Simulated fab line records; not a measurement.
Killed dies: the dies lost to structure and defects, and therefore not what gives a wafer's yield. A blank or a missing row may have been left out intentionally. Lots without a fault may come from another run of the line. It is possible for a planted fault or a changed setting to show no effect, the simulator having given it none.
fab line records	flow gf180mcu
[record] lots = 15	wafers = 45	last_day = 35
route steps=602 shown V3@447 M4@458
lots untouched by any fault: they come from a run of this same line in which no faults occurred
start_h: the number of hours between the record's first day and the start of the first shown wafer of the lot	wait_h: how many hours have passed since the lot's step before this one	" identical to the entry in the row above	L1.1+2: several wafers, shown together as one row	- no value, or no start was given	* or withheld: withheld	< > ~ a bound
route shown NAME@n: NAME is a module with steps in the file, n the number in the route of the first one	usual: average and standard deviation across the fault-free wafers	same: alike in all rows	chamber/n: place in a boat	sites: per-site readings	_std_site: standard deviation across them	_edge_site: outer sites' mean less inner sites'	radius_mm: how far each site lies from the wafer's centre	mask NAME#n: copy n	behind: the tool/chamber that last shaped the wafer	hold: why the lot went on hold/how many hours it stayed there/how the hold came to an end	device: transistor that didn't switch, given as n, p or np	end of line: the route-end tests of the same wafers	for a step that has no rows: nothing shown but its recipe	killed: dies lost to structure and defects at the first sort, not the wafer's yield	map: per-die view of a wafer (x killed, . not killed, _ where there is no die)
set.NAME: the run value of the setting; set.NAME@STEP: its run value at that earlier step	model.NAME: the simulator's own value behind a step, which no gauge read
one table for each step of the route and one row for each wafer, over a sample of lots
services: from which hour (start_h, from the record's first day; less than 0 if before it) a tool's chamber was out of use, for how many hours, and why
[[steps]]
[step GF_V3_STRIP_18]
[recipe] chemistry = O2/N2	power_w = 1400	pressure_mtorr = 1500	platen_temp_c = 250	o2_flow_sccm = 3000	n2_flow_sccm = 300	overash_fraction = 0.5
[usual] chamber_pressure_mTorr = 1500.0/1.3	drypump_motor_current_A = 5.6/0.52	heater_power_w = 325/33	oes_product_au = 0.594/0.0048
lot.wafer	tool	chamber	start_h	wait_h	chamber_pressure_mTorr	drypump_motor_current_A	heater_power_w	oes_product_au	rf_hours_counter_h
L863.1	plasma_asher-01	0	523.91	-	1500.1	5.2	320	0.591	45
L863.4	"	1	"	"	1499.4	5.7	335	0.596	-
L863.5	"	0	"	"	1501.8	5.2	322	0.593	-
L864.2	plasma_asher-03	1	530.73	-	1501.8	6.6	277	0.587	6
L864.4	"	0	"	"	1499.2	5.7	317	0.599	-
L864.5	"	1	"	"	1499.5	6.6	273	0.590	-
L865.1	plasma_asher-03	1	537.28	-	1499.9	6.6	280	0.594	7
L865.3	"	0	"	"	1501.8	5.7	308	0.599	-
L865.4	"	1	"	"	1501.5	6.6	275	0.601	-
L867.1	plasma_asher-01	0	577.14	-	1500.0	5.2	319	0.600	50
L867.2	"	1	"	"	1499.3	5.7	334	0.595	50
L867.5	"	1	"	"	1499.0	5.7	336	0.591	-
L869.3	plasma_asher-01	1	583.00	-	1500.1	5.7	344	0.581	-
L869.4	"	0	"	"	1499.4	5.2	314	0.594	-
L869.6	"	1	"	"	1500.8	5.7	334	0.598	-
L870.2	plasma_asher-01	1	594.43	-	1500.2	5.7	331	0.594	52
L870.3	"	1	"	"	1498.6	5.7	340	0.599	-
L870.4	"	0	"	"	1502.4	5.2	319	0.604	-
L872.3	plasma_asher-04	1	599.65	-	-	-	-	-	-
L872.4	"	0	"	"	-	-	-	-	-
L872.6	"	0	"	"	-	-	-	-	-
L873.2	plasma_asher-01	1	624.08	-	-	-	-	-	-
L873.3	"	1	"	"	-	-	-	-	-
L873.5	"	0	"	"	-	-	-	-	-
L874.1	plasma_asher-03	0	624.44	-	-	-	-	-	-
L874.3	"	0	"	"	-	-	-	-	-
L874.4	"	1	"	"	-	-	-	-	-
L880.2	plasma_asher-04	1	667.64	-	1499.9	5.9	303	0.593	87
L880.3	"	1	"	"	1501.1	6.0	304	0.590	-
L880.5	"	1	"	"	1498.7	5.9	302	0.593	-
L881.2	plasma_asher-01	0	669.94	-	1500.1	5.2	316	0.586	61
L881.3	"	0	"	"	1498.9	5.2	325	0.601	-
L881.6	"	1	"	"	1500.7	5.7	347	0.604	-
L882.1	plasma_asher-01	0	674.96	-	1501.4	5.2	320	0.599	61
L882.4	"	1	"	"	1499.3	5.7	343	0.594	-
L882.5	"	0	"	"	1498.7	5.2	316	0.593	-
L883.3	plasma_asher-03	0	685.61	-	1498.1	5.7	310	0.593	-
L883.4	"	1	"	"	1498.7	6.6	284	0.598	-
L883.6	"	0	"	"	1500.0	5.7	315	0.590	-
L884.2	plasma_asher-01	0	690.74	-	1500.8	5.2	306	0.588	63
L884.3	"	0	"	"	1500.3	5.2	316	0.594	-
L884.6	"	0	"	"	1500.6	5.2	316	0.590	-
L885.1	plasma_asher-03	0	707.89	-	1499.8	5.7	321	0.596	25
L885.2	"	1	"	"	1501.1	6.6	284	0.601	25
L885.3	"	0	"	"	1500.6	5.7	317	0.597	-
[step GF_V3_SPUTTER_21]
[recipe] material = Ti	target_thk_nm = 15	chamber_pressure_pa = 5	power_w = 2500	substrate_temp_c = 200	time_s = 80.02
[usual] throttle_valve_pct = 30.5/1.2
lot.wafer	tool	chamber	start_h	wait_h	throttle_valve_pct
L863.1	pvd_sputter-03	-	524.45	0.0	30.9
L863.4	"	-	"	"	30.6
L863.5	"	-	"	"	31.3
L864.2	pvd_sputter-03	-	531.33	0.0	30.5
L864.4	"	-	"	"	30.3
L864.5	"	-	"	"	30.9
L865.1	pvd_sputter-03	-	537.82	0.0	31.1
L865.3	"	-	"	"	30.7
L865.4	"	-	"	"	30.9
L867.1	pvd_sputter-04	-	577.69	0.0	31.4
L867.2	"	-	"	"	32.6
L867.5	"	-	"	"	30.8
L869.3	pvd_sputter-03	-	583.50	0.0	30.8
L869.4	"	-	"	"	31.1
L869.6	"	-	"	"	30.9
L870.2	pvd_sputter-01	-	594.96	0.0	27.4
L870.3	"	-	"	"	29.6
L870.4	"	-	"	"	31.5
L872.3	pvd_sputter-03	-	600.18	0.0	30.1
L872.4	"	-	"	"	31.0
L872.6	"	-	"	"	31.0
L873.2	pvd_sputter-04	-	624.61	0.0	31.0
L873.3	"	-	"	"	28.4
L873.5	"	-	"	"	28.4
L874.1	pvd_sputter-01	-	624.98	0.0	27.8
L874.3	"	-	"	"	29.7
L874.4	"	-	"	"	28.2
L880.2	pvd_sputter-04	-	668.52	0.0	28.3
L880.3	"	-	"	"	31.0
L880.5	"	-	"	"	31.1
L881.2	pvd_sputter-04	-	670.60	0.0	28.4
L881.3	"	-	"	"	31.0
L881.6	"	-	"	"	30.8
L882.1	pvd_sputter-04	-	675.65	0.0	30.9
L882.4	"	-	"	"	30.9
L882.5	"	-	"	"	31.0
L883.3	pvd_sputter-04	-	686.13	0.0	32.4
L883.4	"	-	"	"	31.0
L883.6	"	-	"	"	32.3
L884.2	pvd_sputter-03	-	691.31	0.0	30.9
L884.3	"	-	"	"	30.3
L884.6	"	-	"	"	31.0
L885.1	pvd_sputter-04	-	708.43	0.0	32.4
L885.2	"	-	"	"	28.4
L885.3	"	-	"	"	30.8
[step GF_V3_CVD_23]
[recipe] material = W	target_thk_nm = 350	time_s = 104.9	temp_c = 400	pressure_torr = 40
[usual] heater_power_w = 837/100	susceptor_temp_C = 400.03/0.21
lot.wafer	tool	chamber	start_h	wait_h	heater_power_w	susceptor_temp_C
L863.1	cvd_w-02	0	524.55	0.0	828	399.82
L863.4	"	1	"	"	721	399.81
L863.5	"	1	"	"	708	400.08
L864.2	cvd_w-02	1	531.43	0.0	723	399.92
L864.4	"	0	"	"	847	400.17
L864.5	"	0	"	"	841	400.02
L865.1	cvd_w-02	1	537.92	0.0	714	400.03
L865.3	"	0	"	"	823	399.78
L865.4	"	1	"	"	710	400.32
L867.1	cvd_w-01	0	577.79	0.0	910	399.86
L867.2	"	1	"	"	988	400.16
L867.5	"	0	"	"	929	400.40
L869.3	cvd_w-01	0	583.63	0.1	924	400.13
L869.4	"	1	"	"	976	399.92
L869.6	"	0	"	"	928	400.05
L870.2	cvd_w-01	0	595.06	0.0	953	400.08
L870.3	"	0	"	"	937	400.51
L870.4	"	1	"	"	971	399.82
L872.3	cvd_w-02	1	600.32	0.1	722	400.13
L872.4	"	0	"	"	851	399.82
L872.6	"	1	"	"	710	399.93
L873.2	cvd_w-02	1	624.71	0.0	721	399.95
L873.3	"	1	"	"	719	399.97
L873.5	"	0	"	"	835	400.23
L874.1	cvd_w-01	0	625.08	0.0	942	399.81
L874.3	"	0	"	"	951	400.01
L874.4	"	1	"	"	998	399.62
L880.2	cvd_w-02	1	668.62	0.0	711	399.88
L880.3	"	1	"	"	727	400.26
L880.5	"	1	"	"	704	400.11
L881.2	cvd_w-02	0	670.70	0.0	829	400.10
L881.3	"	0	"	"	837	399.88
L881.6	"	0	"	"	847	399.88
L882.1	cvd_w-02	1	675.75	0.0	725	399.82
L882.4	"	1	"	"	698	399.81
L882.5	"	1	"	"	709	399.81
L883.3	cvd_w-02	0	686.27	0.1	846	399.87
L883.4	"	1	"	"	723	400.41
L883.6	"	0	"	"	850	400.23
L884.2	cvd_w-01	0	691.41	0.0	931	399.92
L884.3	"	1	"	"	1001	399.96
L884.6	"	1	"	"	993	399.88
L885.1	cvd_w-02	1	708.60	0.1	733	399.99
L885.2	"	0	"	"	825	400.17
L885.3	"	0	"	"	837	399.78
[step GF_M4_SPUTTER_02]
[recipe] material = AlCu	target_thk_nm = 450	power_w = 10600	time_s = 23.9	chamber_pressure_pa = 0.4
[usual] throttle_valve_pct = 30.4/1.1
lot.wafer	tool	chamber	start_h	wait_h	throttle_valve_pct
L863.1	pvd_sputter-04	-	525.27	0.0	28.4
L863.4	"	-	"	"	32.3
L863.5	"	-	"	"	31.2
L864.2	pvd_sputter-02	-	532.15	0.0	29.4
L864.4	"	-	"	"	28.9
L864.5	"	-	"	"	29.4
L865.1	pvd_sputter-02	-	538.64	0.0	28.9
L865.3	"	-	"	"	29.3
L865.4	"	-	"	"	30.8
L867.1	pvd_sputter-02	-	579.15	0.0	30.7
L867.2	"	-	"	"	29.7
L867.5	"	-	"	"	28.6
L869.3	pvd_sputter-03	-	584.33	0.0	30.9
L869.4	"	-	"	"	31.1
L869.6	"	-	"	"	30.8
L870.2	pvd_sputter-02	-	595.78	0.0	30.8
L870.3	"	-	"	"	29.9
L870.4	"	-	"	"	29.0
L880.2	pvd_sputter-03	-	669.35	0.0	30.3
L880.3	"	-	"	"	31.1
L880.5	"	-	"	"	31.0
L881.2	pvd_sputter-04	-	671.85	0.0	28.2
L881.3	"	-	"	"	30.7
L881.6	"	-	"	"	28.0
L882.1	pvd_sputter-04	-	676.47	0.0	30.7
L882.4	"	-	"	"	31.0
L882.5	"	-	"	"	28.5
L883.3	pvd_sputter-03	-	686.95	0.0	30.5
L883.4	"	-	"	"	31.2
L883.6	"	-	"	"	30.8
L884.2	pvd_sputter-04	-	692.13	0.0	31.0
L884.3	"	-	"	"	28.4
L884.6	"	-	"	"	28.3
L885.1	pvd_sputter-03	-	709.62	0.0	30.7
L885.2	"	-	"	"	31.4
L885.3	"	-	"	"	31.0
[[services]]
tool	chamber	start_h	hours	kind
plasma_asher-04	-	500.32	1.9	repair
plasma_asher-04	-	500.81	3.4	repair
plasma_asher-04	-	516.77	9.2	pm
pvd_sputter-01	-	523.20	2.3	repair
plasma_asher-01	-	535.08	2.8	pm
plasma_asher-04	-	541.40	2.4	repair
cvd_w-01	1	544.27	9.4	repair
cvd_w-01	-	565.14	0.6	repair
pvd_sputter-01	-	578.48	1.2	repair
pvd_sputter-04	-	605.96	5.5	repair
cvd_w-01	-	634.14	2.5	repair
cvd_w-01	-	643.07	6.0	pm
pvd_sputter-03	-	656.64	1.5	repair
pvd_sputter-01	-	662.46	1.7	repair
plasma_asher-04	-	696.40	10.0	repair
cvd_w-01	-	706.33	2.8	pm
[[key]]
[first_sign] step = GF_V3_STRIP_18	reading = tool_record	direction = missing
effect none on later readings
met_at GF_V3_STRIP_18
struck_lots L872,L873,L874
later_rows_left_out L872.3,L872.4,L872.6,L873.2,L873.3,L873.5,L874.1,L874.3,L874.4
sort_left_out L872.3,L872.4,L872.6,L873.2,L873.3,L873.5,L874.1,L874.3,L874.4
not_acting_at GF_V3_SPUTTER_21,GF_V3_CVD_23,GF_M4_SPUTTER_02
onset_between 594.43 599.65
[fault] kind = skipped_step_whole	tool = plasma_asher-01,plasma_asher-03,plasma_asher-04	chamber = -	onset_h = 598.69	steps = GF_V3_STRIP_18	scope = struck_lots_only
// sort_left_out: the simulated sort isn't trusted on such a fault, so these wafers' sort isn't shown, and their yield isn't known
// later_rows_left_out: the simulator's readings of these wafers behind a module that went badly wrong aren't trusted and aren't shown, but for the sort
